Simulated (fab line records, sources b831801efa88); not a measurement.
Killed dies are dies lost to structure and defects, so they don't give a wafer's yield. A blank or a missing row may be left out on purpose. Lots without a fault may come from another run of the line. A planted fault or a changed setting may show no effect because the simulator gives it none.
Which tool did it? | flow gf180mcu | 24 lots, 72 wafers sampled, at 5 steps of a route of 602

WHAT THE GAUGES READ, wafer by wafer
GF_MVPSD_TW_MEAS_11.
lot  | measured     | on            | MVPSD_TW
L074 | day 5 15:26  | film_metro-02 | 560 559 556
L075 | day 6 00:53  | film_metro-03 | 544 543 544
L076 | day 6 04:04  | film_metro-03 | 541 543 541
L077 | day 6 10:57  | film_metro-03 | 545 543 541
L078 | day 6 20:30  | film_metro-03 | 544 545 544
L079 | day 7 00:12  | film_metro-02 | 559 563 559
L080 | day 7 06:13  | film_metro-02 | 559 562 563
L081 | day 7 10:46  | film_metro-02 | 558 561 561
L082 | day 7 18:17  | film_metro-03 | 547 548 542
L083 | day 7 22:31  | film_metro-04 | 539 544 539
L084 | day 8 05:13  | film_metro-04 | 542 541 543
L085 | day 8 11:44  | film_metro-02 | 555 552 553
L086 | day 8 16:42  | film_metro-03 | 548 548 550
L087 | day 8 22:09  | film_metro-02 | 553 555 554
L088 | day 9 04:38  | film_metro-03 | 544 545 547
L089 | day 9 07:49  | film_metro-04 | 541 538 540
L090 | day 9 14:10  | film_metro-03 | 544 542 544
L091 | day 9 18:53  | film_metro-04 | 539 542 538
L092 | day 10 00:58 | film_metro-02 | 561 557 559
L093 | day 10 04:36 | film_metro-03 | 542 543 545
L094 | day 10 10:48 | film_metro-04 | 544 542 545
L095 | day 10 15:27 | film_metro-02 | 559 563 560
L096 | day 10 23:05 | film_metro-02 | 554 558 561
L097 | day 11 03:04 | film_metro-04 | 545 547 546

GF_DUAL_GATE_THK_MEAS_03.
lot  | measured     | on            | DUAL_GATE_OXIDATION_00_THK (nm)
L074 | day 8 17:01  | film_metro-01 | 11.08 11.02 10.87
L075 | day 9 03:38  | film_metro-01 | 11.11 11.20 10.93
L076 | day 9 07:44  | film_metro-02 | 11.60 11.16 11.07
L077 | day 9 16:23  | film_metro-03 | 11.33 11.36 11.29
L078 | day 9 22:31  | film_metro-03 | 11.27 11.24 11.14
L079 | day 10 02:48 | film_metro-03 | 11.14 11.04 11.22
L080 | day 10 10:44 | film_metro-01 | 11.23 11.33 11.21
L081 | day 10 16:20 | film_metro-01 | 10.70 10.93 10.88
L082 | day 10 22:01 | film_metro-03 | 11.21 11.24 11.32
L083 | day 11 00:52 | film_metro-01 | 11.34 11.48 11.52
L084 | day 11 09:14 | film_metro-01 | 11.18 11.36 11.29
L085 | day 11 15:08 | film_metro-02 | 11.22 11.12 11.22
L086 | day 12 00:41 | film_metro-03 | 11.37 11.28 11.26
L087 | day 12 05:35 | film_metro-01 | 11.23 11.09 11.19
L088 | day 12 10:32 | film_metro-01 | 11.11 10.90 11.07
L089 | day 12 15:14 | film_metro-01 | 11.10 11.20 11.27
L090 | day 12 22:17 | film_metro-01 | 10.95 10.94 10.91
L091 | day 13 04:58 | film_metro-01 | 11.16 11.09 11.16
L092 | day 13 10:44 | film_metro-03 | 10.80 10.84 10.81
L093 | day 13 19:23 | film_metro-01 | 10.76 10.92 11.04
L094 | day 14 00:45 | film_metro-03 | 10.94 11.09 11.01
L095 | day 14 03:45 | film_metro-03 | 11.06 10.92 10.76
L096 | day 14 12:02 | film_metro-01 | 11.21 11.16 11.03
L097 | day 14 13:46 | film_metro-02 | 11.03 10.97 10.77

WHICH TOOL RAN EACH LOT (tool, then ch and the chambers of the sampled wafers, then the start)
lot  | GF_NWELL_STRIP_10                   | GF_VT_IMPLANT_STRIP_09               | GF_VT_IMPLANT_STRIP_31
L074 | plasma_asher-03 ch 0,1, day 3 13:36 | plasma_asher-01 ch 0,1, day 6 07:51  | plasma_asher-01 ch 0,1, day 7 20:39
L075 | plasma_asher-01 ch 0,1, day 3 22:00 | plasma_asher-01 ch 0,1, day 6 18:38  | plasma_asher-01 ch 0,1, day 8 06:47
L076 | plasma_asher-01 ch 0,1, day 4 00:48 | plasma_asher-01 ch 0,1, day 6 22:18  | plasma_asher-01 ch 0,1, day 8 10:35
L077 | plasma_asher-04 ch 0,1, day 4 07:28 | plasma_asher-01 ch 0,1, day 7 06:15  | plasma_asher-03 ch 0,1, day 8 18:04
L078 | plasma_asher-03 ch 0,1, day 4 15:11 | plasma_asher-03 ch 1, day 7 14:54    | plasma_asher-04 ch 0,1, day 9 01:17
L079 | plasma_asher-01 ch 0,1, day 4 18:38 | plasma_asher-04 ch 0,1, day 7 18:01  | plasma_asher-01 ch 0,1, day 9 06:17
L080 | plasma_asher-01 ch 0,1, day 4 23:43 | plasma_asher-01 ch 0,1, day 8 00:11  | plasma_asher-03 ch 0,1, day 9 11:50
L081 | plasma_asher-03 ch 0,1, day 5 04:20 | plasma_asher-03 ch 0,1, day 8 04:16  | plasma_asher-04 ch 0,1, day 9 15:30
L082 | plasma_asher-03 ch 0,1, day 5 11:47 | plasma_asher-03 ch 0,1, day 8 12:12  | plasma_asher-03 ch 0,1, day 10 00:25
L083 | plasma_asher-03 ch 0,1, day 5 15:58 | plasma_asher-03 ch 0,1, day 8 15:26  | plasma_asher-03 ch 0,1, day 10 03:26
L084 | plasma_asher-01 ch 1, day 5 21:43   | plasma_asher-04 ch 0,1, day 8 23:06  | plasma_asher-03 ch 1, day 10 11:08
L085 | plasma_asher-04 ch 0,1, day 6 05:14 | plasma_asher-04 ch 0,1, day 9 05:20  | plasma_asher-03 ch 0,1, day 10 17:11
L086 | plasma_asher-03 ch 0,1, day 6 10:22 | plasma_asher-04 ch 0,1, day 9 10:43  | plasma_asher-03 ch 0,1, day 10 23:41
L087 | plasma_asher-03 ch 0,1, day 6 15:52 | plasma_asher-03 ch 0,1, day 9 15:48  | plasma_asher-03 ch 0,1, day 11 05:14
L088 | plasma_asher-03 ch 0,1, day 6 22:04 | plasma_asher-01 ch 0,1, day 9 23:07  | plasma_asher-01 ch 0,1, day 11 13:28
L089 | plasma_asher-01 ch 0,1, day 7 01:07 | plasma_asher-01 ch 0,1, day 10 01:35 | plasma_asher-01 ch 0,1, day 11 15:54
L090 | plasma_asher-01 ch 0,1, day 7 08:17 | plasma_asher-03 ch 0,1, day 10 08:58 | plasma_asher-01 ch 0,1, day 11 23:55
L091 | plasma_asher-03 ch 0,1, day 7 12:52 | plasma_asher-01 ch 0,1, day 10 14:13 | plasma_asher-01 ch 0,1, day 12 04:51
L092 | plasma_asher-03 ch 0,1, day 7 18:05 | plasma_asher-04 ch 0,1, day 10 19:20 | plasma_asher-04 ch 0,1, day 12 11:08
L093 | plasma_asher-04 ch 0,1, day 7 22:36 | plasma_asher-04 ch 0,1, day 10 23:37 | plasma_asher-04 ch 0,1, day 12 15:16
L094 | plasma_asher-01 ch 0,1, day 8 04:17 | plasma_asher-04 ch 0,1, day 11 06:17 | plasma_asher-03 ch 0, day 12 22:18
L095 | plasma_asher-03 ch 0,1, day 8 08:37 | plasma_asher-04 ch 0,1, day 11 10:13 | plasma_asher-01 ch 0,1, day 13 02:25
L096 | plasma_asher-04 ch 0,1, day 8 15:08 | plasma_asher-04 ch 0,1, day 11 18:37 | plasma_asher-03 ch 0,1, day 13 11:44
L097 | plasma_asher-01 ch 0,1, day 8 19:47 | plasma_asher-01 ch 0,1, day 11 22:26 | plasma_asher-03 ch 0,1, day 13 14:22
- GF_NWELL_STRIP_10: strips in O2/N2.
- GF_VT_IMPLANT_STRIP_09: strips in O2/N2.
- GF_VT_IMPLANT_STRIP_31: strips in O2/N2.

WHAT THE TOOLS THEMSELVES READ (means of the sampled wafers that have a number; where no wafer has one, the mark that the record gives instead)
GF_NWELL_STRIP_10.
lot  | tool            | drypump_motor_current_A (A) | heater_power_w (W) | oes_product_au (a.u.) | strip_time_to_endpoint_s (s)
L074 | plasma_asher-03 | 5.40                        | 327                | 0.723                 | 36.84
L075 | plasma_asher-01 | 5.64                        | 429                | 0.724                 | 36.83
L076 | plasma_asher-01 | 5.55                        | 418                | 0.725                 | 36.88
L077 | plasma_asher-04 | 5.35                        | 379                | 0.725                 | 36.97
L078 | plasma_asher-03 | 5.39                        | 330                | 0.723                 | 36.94
L079 | plasma_asher-01 | 5.56                        | 410                | 0.724                 | 36.96
L080 | plasma_asher-01 | 5.54                        | 411                | 0.722                 | 36.82
L081 | plasma_asher-03 | 5.40                        | 325                | 0.726                 | 36.93
L082 | plasma_asher-03 | 5.40                        | 321                | 0.728                 | 36.97
L083 | plasma_asher-03 | 5.38                        | 329                | 0.723                 | 36.81
L084 | plasma_asher-01 | 5.71                        | 455                | 0.719                 | 36.88
L085 | plasma_asher-04 | 5.66                        | 404                | 0.719                 | 36.85
L086 | plasma_asher-03 | 5.39                        | 321                | 0.721                 | 36.80
L087 | plasma_asher-03 | 5.39                        | 331                | 0.719                 | 36.88
L088 | plasma_asher-03 | 5.42                        | 322                | 0.723                 | 36.85
L089 | plasma_asher-01 | 5.64                        | 440                | 0.725                 | 36.75
L090 | plasma_asher-01 | 5.63                        | 444                | 0.718                 | 36.83
L091 | plasma_asher-03 | 5.38                        | 330                | 0.721                 | 36.81
L092 | plasma_asher-03 | 5.40                        | 323                | 0.719                 | 36.91
L093 | plasma_asher-04 | 5.64                        | 401                | 0.721                 | 36.81
L094 | plasma_asher-01 | 5.63                        | 431                | 0.723                 | 36.99
L095 | plasma_asher-03 | 5.39                        | 326                | 0.723                 | 36.99
L096 | plasma_asher-04 | 5.64                        | 403                | 0.723                 | 36.92
L097 | plasma_asher-01 | 5.63                        | 438                | 0.718                 | 36.82

GF_VT_IMPLANT_STRIP_09.
lot  | tool            | drypump_motor_current_A (A) | heater_power_w (W) | oes_product_au (a.u.) | strip_time_to_endpoint_s (s)
L074 | plasma_asher-01 | 5.6                         | 439                | 0.717                 | 12.56
L075 | plasma_asher-01 | 5.6                         | 415                | 0.713                 | 12.57
L076 | plasma_asher-01 | 5.6                         | 409                | 0.719                 | 12.54
L077 | plasma_asher-01 | 5.6                         | 435                | 0.719                 | 12.54
L078 | plasma_asher-03 | 5.4                         | 333                | 0.714                 | 12.52
L079 | plasma_asher-04 | 5.3                         | 369                | 0.718                 | 12.55
L080 | plasma_asher-01 | 5.6                         | 435                | 0.716                 | 12.51
L081 | plasma_asher-03 | 5.4                         | 326                | 0.713                 | 12.52
L082 | plasma_asher-03 | 5.4                         | 325                | 0.715                 | 12.49
L083 | plasma_asher-03 | 5.4                         | 326                | 0.714                 | 12.53
L084 | plasma_asher-04 | 5.3                         | 370                | 0.721                 | 12.53
L085 | plasma_asher-04 | 5.7                         | 395                | 0.713                 | 12.53
L086 | plasma_asher-04 | 5.7                         | 400                | 0.713                 | 12.55
L087 | plasma_asher-03 | 5.4                         | 325                | 0.714                 | 12.52
L088 | plasma_asher-01 | 5.6                         | 429                | 0.716                 | 12.51
L089 | plasma_asher-01 | 5.6                         | 433                | 0.713                 | 12.50
L090 | plasma_asher-03 | 5.4                         | 327                | 0.720                 | 12.56
L091 | plasma_asher-01 | 5.6                         | 436                | 0.715                 | 12.60
L092 | plasma_asher-04 | 5.7                         | 405                | 0.714                 | 12.52
L093 | plasma_asher-04 | 5.3                         | 371                | 0.714                 | 12.54
L094 | plasma_asher-04 | 5.3                         | 370                | 0.710                 | 12.52
L095 | plasma_asher-04 | 5.3                         | 361                | 0.717                 | 12.45
L096 | plasma_asher-04 | 5.7                         | 403                | 0.717                 | 12.52
L097 | plasma_asher-01 | 5.6                         | 432                | 0.712                 | 12.51

GF_VT_IMPLANT_STRIP_31.
lot  | tool            | drypump_motor_current_A (A) | heater_power_w (W) | oes_product_au (a.u.) | strip_time_to_endpoint_s (s)
L074 | plasma_asher-01 | 5.64                        | 440                | 0.715                 | 12.62
L075 | plasma_asher-01 | 5.58                        | 410                | 0.714                 | 12.61
L076 | plasma_asher-01 | 5.54                        | 410                | 0.718                 | 12.53
L077 | plasma_asher-03 | 5.41                        | 327                | 0.713                 | 12.60
L078 | plasma_asher-04 | 5.34                        | 368                | 0.715                 | 12.61
L079 | plasma_asher-01 | 5.56                        | 413                | 0.713                 | 12.55
L080 | plasma_asher-03 | 5.41                        | 321                | 0.715                 | 12.61
L081 | plasma_asher-04 | 5.66                        | 400                | 0.711                 | 12.57
L082 | plasma_asher-03 | 5.40                        | 329                | 0.717                 | 12.64
L083 | plasma_asher-03 | 5.41                        | 325                | 0.715                 | 12.66
L084 | plasma_asher-03 | 5.42                        | 334                | 0.715                 | 12.65
L085 | plasma_asher-03 | 5.39                        | 323                | 0.719                 | 12.57
L086 | plasma_asher-03 | 5.41                        | 326                | 0.714                 | 12.69
L087 | plasma_asher-03 | 5.41                        | 329                | 0.714                 | 12.58
L088 | plasma_asher-01 | 5.57                        | 421                | 0.715                 | 12.64
L089 | plasma_asher-01 | 5.63                        | 435                | 0.716                 | 12.60
L090 | plasma_asher-01 | 5.54                        | 419                | 0.713                 | 12.71
L091 | plasma_asher-01 | 5.55                        | 408                | 0.714                 | 12.61
L092 | plasma_asher-04 | 5.63                        | 397                | 0.716                 | 12.67
L093 | plasma_asher-04 | 5.34                        | 369                | 0.717                 | 12.61
L094 | plasma_asher-03 | 5.39                        | 324                | 0.717                 | 12.59
L095 | plasma_asher-01 | 5.63                        | 436                | 0.716                 | 12.69
L096 | plasma_asher-03 | 5.40                        | 322                | 0.716                 | 12.65
L097 | plasma_asher-03 | 5.39                        | 320                | 0.716                 | 12.68

THE ANSWER, worked out from the rows above alone
Rule: what is usual is taken from the lots themselves. Put in order of their means at a reading, lots are off if they are a third of the lots or fewer, leave a main group of 4 or more, and stand apart from it by a gap of 3 or more times the standard deviation of the main group's means; of several such gaps the widest counts. A main group whose means are all the same, to the digits that the tables above print for the reading, isn't used. A lot without any number at a reading at which 4 lots or more have one is off too. The other lots that the step has rows for count as sound. The gauges are gone through in route order, then the tools' own readings, and for those a lot's mean is taken as printed above. The first step at which some lot is off is used, and at that step the reading that is off furthest; a lot without a number counts as furthest.
No lot is off at any reading shown: from this, nothing can be told.

WHAT THE SIMULATOR HAD PUT IN
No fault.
